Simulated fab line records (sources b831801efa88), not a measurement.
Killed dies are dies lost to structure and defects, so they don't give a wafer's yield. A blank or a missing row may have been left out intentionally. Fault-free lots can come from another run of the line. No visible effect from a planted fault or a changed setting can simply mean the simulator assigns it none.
The tool behind it: which one? :: flow gf180mcu :: 72 wafers from 24 lots sampled at 5 of the route's 602 steps

== WHAT THE GAUGES READ, wafer by wafer ==
GF_CONTACT_THK_MEAS_01. Usual: CONTACT_CVD_00_THK typically reads 298.9 nm, with standard deviation 2.5.
lot: L074
measured: day 15 06:47
on: film metro-02
CONTACT_CVD_00_THK (nm): 298.7 300.4 294.9
flag: 

lot: L075
measured: day 15 11:02
on: film metro-01
CONTACT_CVD_00_THK (nm): 296.4 297.3 296.0
flag: 

lot: L076
measured: day 15 18:34
on: film metro-04
CONTACT_CVD_00_THK (nm): 301.9 302.8 299.5
flag: 

lot: L077
measured: day 16 04:04
on: film metro-02
CONTACT_CVD_00_THK (nm): 297.5 296.5 297.8
flag: 

lot: L078
measured: day 16 10:25
on: film metro-01
CONTACT_CVD_00_THK (nm): 297.3 300.4 304.0
flag: 

lot: L079
measured: day 16 20:29
on: film metro-04
CONTACT_CVD_00_THK (nm): 296.5 298.0 299.5
flag: 

lot: L080
measured: day 17 05:16
on: film metro-04
CONTACT_CVD_00_THK (nm): 297.2 294.1 296.7
flag: 

lot: L081
measured: day 17 17:25
on: film metro-02
CONTACT_CVD_00_THK (nm): 300.3 297.2 298.3
flag: 

lot: L082
measured: day 18 02:35
on: film metro-02
CONTACT_CVD_00_THK (nm): 292.3 300.1 297.0
flag: 

lot: L083
measured: day 18 11:04
on: film metro-01
CONTACT_CVD_00_THK (nm): 300.0 297.8 301.3
flag: 

lot: L084
measured: day 18 21:49
on: film metro-04
CONTACT_CVD_00_THK (nm): 304.8 303.6 303.8
flag: 

lot: L085
measured: day 19 01:15
on: film metro-02
CONTACT_CVD_00_THK (nm): 296.7 297.2 298.5
flag: 

lot: L086
measured: day 19 16:13
on: film metro-04
CONTACT_CVD_00_THK (nm): 301.8 299.4 301.5
flag: 

lot: L087
measured: day 19 17:09
on: film metro-01
CONTACT_CVD_00_THK (nm): 299.1 298.1 295.2
flag: 

lot: L088
measured: day 20 22:43
on: film metro-04
CONTACT_CVD_00_THK (nm): 300.4 300.6 294.5
flag: 

lot: L090
measured: day 21 09:13
on: film metro-04
CONTACT_CVD_00_THK (nm): 299.7 302.0 297.1
flag: 

lot: L089
measured: day 21 10:59
on: film metro-02
CONTACT_CVD_00_THK (nm): 297.2 296.0 296.1
flag: 

lot: L091
measured: day 21 11:53
on: film metro-04
CONTACT_CVD_00_THK (nm): 301.2 296.7 297.7
flag: 

lot: L092
measured: day 21 14:34
on: film metro-02
CONTACT_CVD_00_THK (nm): 297.8 294.1 293.6
flag: 

lot: L093
measured: day 21 18:15
on: film metro-01
CONTACT_CVD_00_THK (nm): 296.6 297.1 295.2
flag: 

lot: L094
measured: day 22 17:34
on: film metro-04
CONTACT_CVD_00_THK (nm): 302.4 301.0 298.8
flag: 

lot: L095
measured: day 22 23:01
on: film metro-04
CONTACT_CVD_00_THK (nm): 299.4 300.1 300.9
flag: 

lot: L096
measured: day 23 10:47
on: film metro-02
CONTACT_CVD_00_THK (nm): 299.1 299.7 298.9
flag: 

lot: L097
measured: day 23 19:04
on: film metro-02
CONTACT_CVD_00_THK (nm): 302.4 297.4 298.5
flag: 

GF_V1_RS_MEAS_24: measures by four-point-probe. Usual: V1_W_RS typically reads 0.328 ohm/sq, with standard deviation 0.0055.
lot: L074
measured: day 18 08:16
on: film metro-03
V1_W_RS (ohm/sq): 0.336 0.321 0.334
flag: 

lot: L075
measured: day 18 11:24
on: film metro-03
V1_W_RS (ohm/sq): 0.331 0.320 0.320
flag: 

lot: L076
measured: day 18 22:08
on: film metro-01
V1_W_RS (ohm/sq): 0.331 0.331 0.330
flag: 

lot: L077
measured: day 19 06:09
on: film metro-03
V1_W_RS (ohm/sq): 0.326 0.328 0.329
flag: 

lot: L078
measured: day 19 14:13
on: film metro-02
V1_W_RS (ohm/sq): 0.334 0.327 0.334
flag: 

lot: L079
measured: day 20 00:33
on: film metro-02
V1_W_RS (ohm/sq): 0.319 0.317 0.333
flag: 

lot: L080
measured: day 20 10:46
on: film metro-01
V1_W_RS (ohm/sq): 0.334 0.327 0.330
flag: 

lot: L081
measured: day 20 23:38
on: film metro-03
V1_W_RS (ohm/sq): 0.330 0.334 0.338
flag: 

lot: L082
measured: day 21 07:39
on: film metro-03
V1_W_RS (ohm/sq): 0.319 0.319 0.321
flag: 

lot: L083
measured: day 21 16:54
on: film metro-02
V1_W_RS (ohm/sq): 0.321 0.320 0.319
flag: 

lot: L084
measured: day 22 02:32
on: film metro-02
V1_W_RS (ohm/sq): 0.321 0.330 0.322
flag: 

lot: L085
measured: day 22 06:43
on: film metro-01
V1_W_RS (ohm/sq): 0.333 0.322 0.334
flag: 

lot: L086
measured: day 22 20:26
on: film metro-03
V1_W_RS (ohm/sq): 0.332 0.329 0.330
flag: 

lot: L087
measured: day 22 22:20
on: film metro-01
V1_W_RS (ohm/sq): 0.323 0.335 0.339
flag: 

lot: L088
measured: day 24 01:20
on: film metro-02
V1_W_RS (ohm/sq): 0.318 0.322 0.317
flag: 

lot: L090
measured: day 24 11:50
on: film metro-02
V1_W_RS (ohm/sq): 0.326 0.330 0.327
flag: 

lot: L089
measured: day 24 12:37
on: film metro-02
V1_W_RS (ohm/sq): 0.333 0.321 0.318
flag: 

lot: L091
measured: day 24 14:21
on: film metro-02
V1_W_RS (ohm/sq): 0.327 0.333 0.329
flag: 

lot: L092
measured: day 24 17:16
on: film metro-02
V1_W_RS (ohm/sq): 0.329 0.328 0.333
flag: 

lot: L093
measured: day 24 21:21
on: film metro-03
V1_W_RS (ohm/sq): 0.331 0.330 0.332
flag: 

lot: L094
measured: day 25 17:08
on: film metro-02
V1_W_RS (ohm/sq): 0.333 0.338 0.334
flag: 

lot: L095
measured: day 25 23:05
on: film metro-01
V1_W_RS (ohm/sq): 0.318 0.330 0.330
flag: 

lot: L096
measured: day 26 08:06
on: film metro-02
V1_W_RS (ohm/sq): 0.329 0.326 0.328
flag: 

lot: L097
measured: day 26 16:23
on: film metro-02
V1_W_RS (ohm/sq): 0.327 0.330 0.330
flag: 

GF_M2_THK_MEAS_06: measures by xrf. Usual: M2_ALCU_THK typically reads 445 nm, with standard deviation 5.2.
lot: L074
measured: day 18 09:04
on: film metro-03
M2_ALCU_THK (nm): 439 441 442
flag: 

lot: L075
measured: day 18 12:13
on: film metro-03
M2_ALCU_THK (nm): 437 441 443
flag: 

lot: L076
measured: day 18 22:58
on: film metro-03
M2_ALCU_THK (nm): 442 441 441
flag: 

lot: L077
measured: day 19 06:58
on: film metro-02
M2_ALCU_THK (nm): 446 441 446
flag: 

lot: L078
measured: day 19 15:02
on: film metro-03
M2_ALCU_THK (nm): 453 447 453
flag: 

lot: L079
measured: day 20 01:23
on: film metro-04
M2_ALCU_THK (nm): 451 455 452
flag: 

lot: L080
measured: day 20 11:35
on: film metro-04
M2_ALCU_THK (nm): 446 450 443
flag: 

lot: L081
measured: day 21 00:28
on: film metro-03
M2_ALCU_THK (nm): 448 449 446
flag: 

lot: L082
measured: day 21 08:28
on: film metro-04
M2_ALCU_THK (nm): 439 442 440
flag: 

lot: L083
measured: day 21 17:44
on: film metro-03
M2_ALCU_THK (nm): 447 446 447
flag: 

lot: L084
measured: day 22 03:22
on: film metro-02
M2_ALCU_THK (nm): 444 444 448
flag: 

lot: L085
measured: day 22 07:31
on: film metro-03
M2_ALCU_THK (nm): 437 436 437
flag: 

lot: L086
measured: day 22 21:15
on: film metro-04
M2_ALCU_THK (nm): 438 440 437
flag: 

lot: L087
measured: day 22 23:08
on: film metro-02
M2_ALCU_THK (nm): 442 444 452
flag: 

lot: L088
measured: day 24 02:09
on: film metro-02
M2_ALCU_THK (nm): 451 446 446
flag: 

lot: L090
measured: day 24 12:40
on: film metro-03
M2_ALCU_THK (nm): 439 448 443
flag: 

lot: L089
measured: day 24 13:25
on: film metro-04
M2_ALCU_THK (nm): 450 450 446
flag: 

lot: L091
measured: day 24 15:10
on: film metro-04
M2_ALCU_THK (nm): 446 443 447
flag: 

lot: L092
measured: day 24 18:04
on: film metro-03
M2_ALCU_THK (nm): 437 439 443
flag: 

lot: L093
measured: day 25 00:33
on: film metro-02
M2_ALCU_THK (nm): 451 451 447
flag: 

lot: L094
measured: day 25 17:57
on: film metro-02
M2_ALCU_THK (nm): 449 451 455
flag: 

lot: L095
measured: day 26 00:07
on: film metro-02
M2_ALCU_THK (nm): 435 441 438
flag: 

lot: L096
measured: day 26 08:55
on: film metro-03
M2_ALCU_THK (nm): 455 446 452
flag: 

lot: L097
measured: day 26 17:12
on: film metro-03
M2_ALCU_THK (nm): 449 445 445
flag: 

== EACH LOT AND THE TOOL THAT RAN IT (in order: tool; ch and the chambers of the sampled wafers; start) ==
lot: L074
GF_CONTACT_STRIP_18: plasma asher-02 ch 0,1, day 16 05:25
GF_M2_SPUTTER_03: pvd sputter-01, day 18 08:52

lot: L075
GF_CONTACT_STRIP_18: plasma asher-04 ch 0,1, day 16 09:17
GF_M2_SPUTTER_03: pvd sputter-04, day 18 12:01

lot: L076
GF_CONTACT_STRIP_18: plasma asher-03 ch 0,1, day 16 18:29
GF_M2_SPUTTER_03: pvd sputter-03, day 18 22:47

lot: L077
GF_CONTACT_STRIP_18: plasma asher-02 ch 0,1, day 17 03:19
GF_M2_SPUTTER_03: pvd sputter-01, day 19 06:46

lot: L078
GF_CONTACT_STRIP_18: plasma asher-02 ch 1, day 17 10:10
GF_M2_SPUTTER_03: pvd sputter-04, day 19 14:52

lot: L079
GF_CONTACT_STRIP_18: plasma asher-03 ch 0,1, day 17 20:28
GF_M2_SPUTTER_03: pvd sputter-04, day 20 01:11

lot: L080
GF_CONTACT_STRIP_18: plasma asher-03 ch 0,1, day 18 05:31
GF_M2_SPUTTER_03: pvd sputter-04, day 20 11:24

lot: L081
GF_CONTACT_STRIP_18: plasma asher-02 ch 0,1, day 18 18:31
GF_M2_SPUTTER_03: pvd sputter-04, day 21 00:17

lot: L082
GF_CONTACT_STRIP_18: plasma asher-02 ch 0,1, day 19 03:44
GF_M2_SPUTTER_03: pvd sputter-03, day 21 08:17

lot: L083
GF_CONTACT_STRIP_18: plasma asher-04 ch 0,1, day 19 12:26
GF_M2_SPUTTER_03: pvd sputter-04, day 21 17:32

lot: L084
GF_CONTACT_STRIP_18: plasma asher-04 ch 0,1, day 19 23:17
GF_M2_SPUTTER_03: pvd sputter-03, day 22 03:11

lot: L085
GF_CONTACT_STRIP_18: plasma asher-04 ch 0,1, day 20 02:49
GF_M2_SPUTTER_03: pvd sputter-03, day 22 07:19

lot: L086
GF_CONTACT_STRIP_18: plasma asher-04 ch 0,1, day 20 17:10
GF_M2_SPUTTER_03: pvd sputter-01, day 22 21:04

lot: L087
GF_CONTACT_STRIP_18: plasma asher-03 ch 0,1, day 20 18:07
GF_M2_SPUTTER_03: pvd sputter-04, day 22 22:56

lot: L088
GF_CONTACT_STRIP_18: plasma asher-02 ch 0,1, day 21 23:52
GF_M2_SPUTTER_03: pvd sputter-03, day 24 01:58

lot: L090
GF_CONTACT_STRIP_18: plasma asher-03 ch 0,1, day 22 10:28
GF_M2_SPUTTER_03: pvd sputter-01, day 24 12:28

lot: L089
GF_CONTACT_STRIP_18: plasma asher-04 ch 0,1, day 22 11:22
GF_M2_SPUTTER_03: pvd sputter-04, day 24 13:13

lot: L091
GF_CONTACT_STRIP_18: plasma asher-03 ch 0,1, day 22 12:37
GF_M2_SPUTTER_03: pvd sputter-03, day 24 14:58

lot: L092
GF_CONTACT_STRIP_18: plasma asher-04 ch 0,1, day 22 15:22
GF_M2_SPUTTER_03: pvd sputter-01, day 24 17:53

lot: L093
GF_CONTACT_STRIP_18: plasma asher-03 ch 0,1, day 22 19:10
GF_M2_SPUTTER_03: pvd sputter-01, day 25 00:22

lot: L094
GF_CONTACT_STRIP_18: plasma asher-04 ch 0,1, day 23 17:43
GF_M2_SPUTTER_03: pvd sputter-01, day 25 17:46

lot: L095
GF_CONTACT_STRIP_18: plasma asher-03 ch 0,1, day 23 22:04
GF_M2_SPUTTER_03: pvd sputter-03, day 25 23:56

lot: L096
GF_CONTACT_STRIP_18: plasma asher-03 ch 0,1, day 24 10:31
GF_M2_SPUTTER_03: pvd sputter-03, day 26 08:43

lot: L097
GF_CONTACT_STRIP_18: plasma asher-04 ch 0,1, day 24 18:40
GF_M2_SPUTTER_03: pvd sputter-03, day 26 17:01
- GF_CONTACT_STRIP_18: strips in O2/N2.
- GF_M2_SPUTTER_03: material Ti, target thk 10 nm, time 6.7 s.

== WHAT THE TOOLS THEMSELVES READ (means of the sampled wafers that have a number; where no wafer has one, the mark that the record gives instead) ==
GF_CONTACT_STRIP_18. Usual: drypump motor current A 5.8 A, standard deviation 0.31; heater power w 317 W, standard deviation 19; oes product au 0.580 a.u., standard deviation 0.0051.
lot: L074
tool: plasma asher-02
drypump motor current A (A): 5.7
heater power w (W): 323
oes product au (a.u.): 0.583
flag: 

lot: L075
tool: plasma asher-04
drypump motor current A (A): 6.2
heater power w (W): 334
oes product au (a.u.): 0.578
flag: 

lot: L076
tool: plasma asher-03
drypump motor current A (A): 5.6
heater power w (W): 318
oes product au (a.u.): 0.581
flag: 

lot: L077
tool: plasma asher-02
drypump motor current A (A): 5.7
heater power w (W): 312
oes product au (a.u.): 0.584
flag: 

lot: L078
tool: plasma asher-02
drypump motor current A (A): 5.7
heater power w (W): 338
oes product au (a.u.): 0.579
flag: 

lot: L079
tool: plasma asher-03
drypump motor current A (A): 5.6
heater power w (W): 318
oes product au (a.u.): 0.581
flag: 

lot: L080
tool: plasma asher-03
drypump motor current A (A): 5.6
heater power w (W): 312
oes product au (a.u.): 0.576
flag: 

lot: L081
tool: plasma asher-02
drypump motor current A (A): 5.6
heater power w (W): 295
oes product au (a.u.): 0.578
flag: 

lot: L082
tool: plasma asher-02
drypump motor current A (A): 5.7
heater power w (W): 325
oes product au (a.u.): 0.578
flag: 

lot: L083
tool: plasma asher-04
drypump motor current A (A): 5.9
heater power w (W): 330
oes product au (a.u.): 0.581
flag: 

lot: L084
tool: plasma asher-04
drypump motor current A (A): 5.9
heater power w (W): 326
oes product au (a.u.): 0.587
flag: 

lot: L085
tool: plasma asher-04
drypump motor current A (A): 5.9
heater power w (W): 325
oes product au (a.u.): 0.579
flag: 

lot: L086
tool: plasma asher-04
drypump motor current A (A): 5.9
heater power w (W): 326
oes product au (a.u.): 0.587
flag: 

lot: L087
tool: plasma asher-03
drypump motor current A (A): 5.6
heater power w (W): 316
oes product au (a.u.): 0.582
flag: 

lot: L088
tool: plasma asher-02
drypump motor current A (A): 5.7
heater power w (W): 318
oes product au (a.u.): 0.584
flag: 

lot: L090
tool: plasma asher-03
drypump motor current A (A): 5.6
heater power w (W): 316
oes product au (a.u.): 0.584
flag: 

lot: L089
tool: plasma asher-04
drypump motor current A (A): 5.9
heater power w (W): 325
oes product au (a.u.): 0.582
flag: 

lot: L091
tool: plasma asher-03
drypump motor current A (A): 5.6
heater power w (W): 310
oes product au (a.u.): 0.580
flag: 

lot: L092
tool: plasma asher-04
drypump motor current A (A): 6.2
heater power w (W): 329
oes product au (a.u.): 0.579
flag: 

lot: L093
tool: plasma asher-03
drypump motor current A (A): 5.6
heater power w (W): 315
oes product au (a.u.): 0.580
flag: 

lot: L094
tool: plasma asher-04
drypump motor current A (A): 6.2
heater power w (W): 324
oes product au (a.u.): 0.581
flag: 

lot: L095
tool: plasma asher-03
drypump motor current A (A): 5.6
heater power w (W): 318
oes product au (a.u.): 0.580
flag: 

lot: L096
tool: plasma asher-03
drypump motor current A (A): 5.6
heater power w (W): 317
oes product au (a.u.): 0.572
flag: 

lot: L097
tool: plasma asher-04
drypump motor current A (A): 6.2
heater power w (W): 327
oes product au (a.u.): 0.577
flag: 

GF_M2_SPUTTER_03. Usual: throttle valve pct reads 30.6 % (standard deviation 0.89).
lot: L074
tool: pvd sputter-01
throttle valve pct (%): 31.1
flag: 

lot: L075
tool: pvd sputter-04
throttle valve pct (%): 30.7
flag: 

lot: L076
tool: pvd sputter-03
throttle valve pct (%): 29.9
flag: 

lot: L077
tool: pvd sputter-01
throttle valve pct (%): 31.4
flag: 

lot: L078
tool: pvd sputter-04
throttle valve pct (%): 30.8
flag: 

lot: L079
tool: pvd sputter-04
throttle valve pct (%): 31.1
flag: 

lot: L080
tool: pvd sputter-04
throttle valve pct (%): 31.1
flag: 

lot: L081
tool: pvd sputter-04
throttle valve pct (%): 31.2
flag: 

lot: L082
tool: pvd sputter-03
throttle valve pct (%): 29.8
flag: 

lot: L083
tool: pvd sputter-04
throttle valve pct (%): 31.0
flag: 

lot: L084
tool: pvd sputter-03
throttle valve pct (%): 29.9
flag: 

lot: L085
tool: pvd sputter-03
throttle valve pct (%): 30.0
flag: 

lot: L086
tool: pvd sputter-01
throttle valve pct (%): 31.7
flag: 

lot: L087
tool: pvd sputter-04
throttle valve pct (%): 30.7
flag: 

lot: L088
tool: pvd sputter-03
throttle valve pct (%): 30.0
flag: 

lot: L090
tool: pvd sputter-01
throttle valve pct (%): 32.5
flag: 

lot: L089
tool: pvd sputter-04
throttle valve pct (%): 30.6
flag: 

lot: L091
tool: pvd sputter-03
throttle valve pct (%): 30.0
flag: 

lot: L092
tool: pvd sputter-01
throttle valve pct (%): 30.7
flag: 

lot: L093
tool: pvd sputter-01
throttle valve pct (%): 30.7
flag: 

lot: L094
tool: pvd sputter-01
throttle valve pct (%): 32.3
flag: 

lot: L095
tool: pvd sputter-03
throttle valve pct (%): 30.0
flag: 

lot: L096
tool: pvd sputter-03
throttle valve pct (%): 29.9
flag: 

lot: L097
tool: pvd sputter-03
throttle valve pct (%): 30.3
flag: 

== THE ANSWER, worked out from the rows above alone ==
Rule: lot off if the mean of its wafers having a number is beyond 3 standard deviations from the usual mean. A lot without any number at a reading at which 4 lots or more have one is off too. All remaining lots with rows at the step are treated as sound. After the gauges, taken in route order, come the tools' own readings; for these a lot's mean is taken, as printed above. The first step at which some lot is off is used, and at that step the reading that is off furthest; a lot without a number counts as furthest.
No lot is off on any of the readings shown, so nothing can be concluded from this.

== WHAT WAS PUT IN BY THE SIMULATOR ==
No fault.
